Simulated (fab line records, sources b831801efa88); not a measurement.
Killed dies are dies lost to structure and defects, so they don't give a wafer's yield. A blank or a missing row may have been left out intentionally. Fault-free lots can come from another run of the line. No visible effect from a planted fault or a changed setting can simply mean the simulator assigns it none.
Which tool was responsible?	flow gf180mcu	12 lots, 36 wafers sampled, at 4 steps of a route of 602

== WHAT THE GAUGES READ, wafer by wafer ==
GF_VT_IMPLANT_TW_MEAS_21.
lot	measured	on	VT_IMPLANT_2_TW
L916	day 6 06:13	film metro-04	1215 1221 1221
L922	day 7 23:40	film metro-04	922 924 918
L924	day 8 09:25	film metro-03	1213 1211 1212
L927	day 9 04:16	film metro-02	916 912 911
L929	day 9 17:06	film metro-02	1207 1214 1211
L930	day 10 00:22	film metro-03	1217 1208 1213
L931	day 10 09:43	film metro-04	1223 1219 1224
L932	day 10 11:58	film metro-03	1216 1214 1216
L933	day 10 19:40	film metro-04	1227 1224 1225
L935	day 11 11:22	film metro-04	1227 1228 1226
L937	day 11 19:52	film metro-03	1216 1214 1210
L939	day 12 15:40	film metro-04	1222 1214 1224

GF_VT_IMPLANT_OVL_MEAS_29.
lot	measured	on	VT_IMPLANT_02_OVL (nm)
L916	day 6 20:58	overlay-02	0.7 0.3 -0.7
L922	day 8 16:11	overlay-01	1.1 1.9 3.5
L924	day 9 01:41	overlay-02	-1.5 -0.1 -1.1
L927	day 9 20:31	overlay-02	2.3 1.8 2.3
L929	day 10 10:34	overlay-02	0.8 2.1 0.8
L930	day 10 19:13	overlay-02	-1.4 -1.2 -0.2
L931	day 11 04:22	overlay-02	-2.8 -4.1 -1.5
L932	day 11 06:28	overlay-01	-1.0 -0.2 0.0
L933	day 11 14:01	overlay-01	-0.8 -2.1 -2.1
L935	day 12 06:29	overlay-02	1.3 0.6 0.3
L937	day 12 15:13	overlay-02	0.1 0.0 -0.5
L939	day 13 11:59	overlay-02	-1.7 -3.2 -2.0

== TOOL THAT RAN EACH LOT (tool first, then ch and the chambers of the sampled wafers, then the start) ==
lot	GF_VT_IMPLANT_IMPLANT_19	GF_VT_IMPLANT_STRIP_20
L916	implanter-02 ch 0, day 6 05:59	plasma asher-03 ch 1, day 6 06:06
L922	implanter-02 ch 0, day 7 23:26	plasma asher-03 ch 0,1, day 7 23:34
L924	implanter-04 ch 0, day 8 09:12	plasma asher-01 ch 0,1, day 8 09:20
L927	implanter-02 ch 0, day 9 04:02	plasma asher-02 ch 0,1, day 9 04:09
L929	implanter-01 ch 0, day 9 16:51	plasma asher-03 ch 0, day 9 17:00
L930	implanter-01 ch 0, day 10 00:08	plasma asher-03 ch 0,1, day 10 00:15
L931	implanter-04 ch 0, day 10 09:29	plasma asher-01 ch 0,1, day 10 09:37
L932	implanter-01 ch 0, day 10 11:43	plasma asher-03 ch 0,1, day 10 11:52
L933	implanter-01 ch 0, day 10 19:26	plasma asher-03 ch 0,1, day 10 19:34
L935	implanter-04 ch 0, day 11 11:07	plasma asher-02 ch 0,1, day 11 11:16
L937	implanter-01 ch 0, day 11 19:37	plasma asher-01 ch 0,1, day 11 19:45
L939	implanter-01 ch 0, day 12 15:26	plasma asher-03 ch 0,1, day 12 15:34
- GF_VT_IMPLANT_IMPLANT_19
- GF_VT_IMPLANT_STRIP_20: strips in O2/N2.

== WHAT THE TOOLS THEMSELVES READ (means of the sampled wafers that have a number; where no wafer has one, the mark that the record gives instead) ==
GF_VT_IMPLANT_IMPLANT_19.
lot	tool	dose ions cm2	faraday current uA
L916	implanter-02	4.34e+12	25.0
L922	implanter-02	1.79e+12	10.0
L924	implanter-04	4.35e+12	24.8
L927	implanter-02	1.79e+12	10.1
L929	implanter-01	4.34e+12	25.0
L930	implanter-01	4.35e+12	24.6
L931	implanter-04	4.35e+12	24.7
L932	implanter-01	4.35e+12	23.9
L933	implanter-01	4.35e+12	24.1
L935	implanter-04	4.35e+12	24.6
L937	implanter-01	4.35e+12	24.4
L939	implanter-01	4.35e+12	24.7

GF_VT_IMPLANT_STRIP_20.
lot	tool	drypump motor current A (A)	heater power w (W)	oes product au (a.u.)	strip time to endpoint s (s)
L916	plasma asher-03	6.3	328	0.713	12.60
L922	plasma asher-03	6.1	319	0.717	12.60
L924	plasma asher-01	5.4	336	0.718	12.63
L927	plasma asher-02	5.3	311	0.716	12.62
L929	plasma asher-03	5.7	317	0.714	12.62
L930	plasma asher-03	5.9	324	0.713	12.63
L931	plasma asher-01	5.4	336	0.719	12.57
L932	plasma asher-03	6.1	322	0.721	12.64
L933	plasma asher-03	6.2	318	0.715	12.61
L935	plasma asher-02	5.3	310	0.714	12.60
L937	plasma asher-01	5.4	336	0.718	12.60
L939	plasma asher-03	6.1	328	0.718	12.65

== THE ANSWER, worked out from the rows above alone ==
Rule: the lots themselves supply what counts as usual. Put in order of their means at a reading, lots are off if they are a third of the lots or fewer, leave a main group of 4 or more, and stand apart from it by a gap of 3 or more times the standard deviation of the main group's means; of several such gaps the widest counts. Not used: any main group whose means are identical at the precision the tables above print for the reading. Also off: a lot with no number at a reading for which 4 or more lots have one. Where the step has rows for the other lots, those lots are counted as sound. First the gauges in route order, then the tools' own readings, where a lot's mean is used as printed above. The first step at which some lot is off is used, and at that step the reading that is off furthest; a lot without a number counts as furthest.
Off: at GF_VT_IMPLANT_TW_MEAS_21 (VT_IMPLANT_2_TW), L922, L927. For the main group the mean is 1218 and the standard deviation 5.5.
A tool fits if, at a process step before that reading, it ran every lot that is off, and no sound lot after the first of them. The gauges at GF_VT_IMPLANT_TW_MEAS_21 aren't tried: what is off there is off at GF_VT_IMPLANT_IMPLANT_19 too, on other tools, and a gauge's error can't cause that. One fits: implanter-02 at GF_VT_IMPLANT_IMPLANT_19. A fault onset in the window from L916 (day 6 05:59, its last sound lot) to L922 (day 7 23:26, its first lot off) fits.
The tool's own readings at GF_VT_IMPLANT_IMPLANT_19 bear it out: on the lots that are off they differ by more than 5 times the standard deviation of the sound lots' means. dose ions cm2 reads 1.79e+12 there against 4.35e+12 on the sound lots; faraday current uA reads 10.1 there against 24.6 on the sound lots.

== WHAT HAD BEEN PUT IN BY THE SIMULATOR ==
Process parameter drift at GF_VT_IMPLANT_IMPLANT_19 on implanter-02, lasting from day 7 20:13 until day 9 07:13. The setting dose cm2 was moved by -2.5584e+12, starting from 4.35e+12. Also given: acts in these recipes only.
Lots struck among those shown: L922, L927. The rule above reached the same finding.
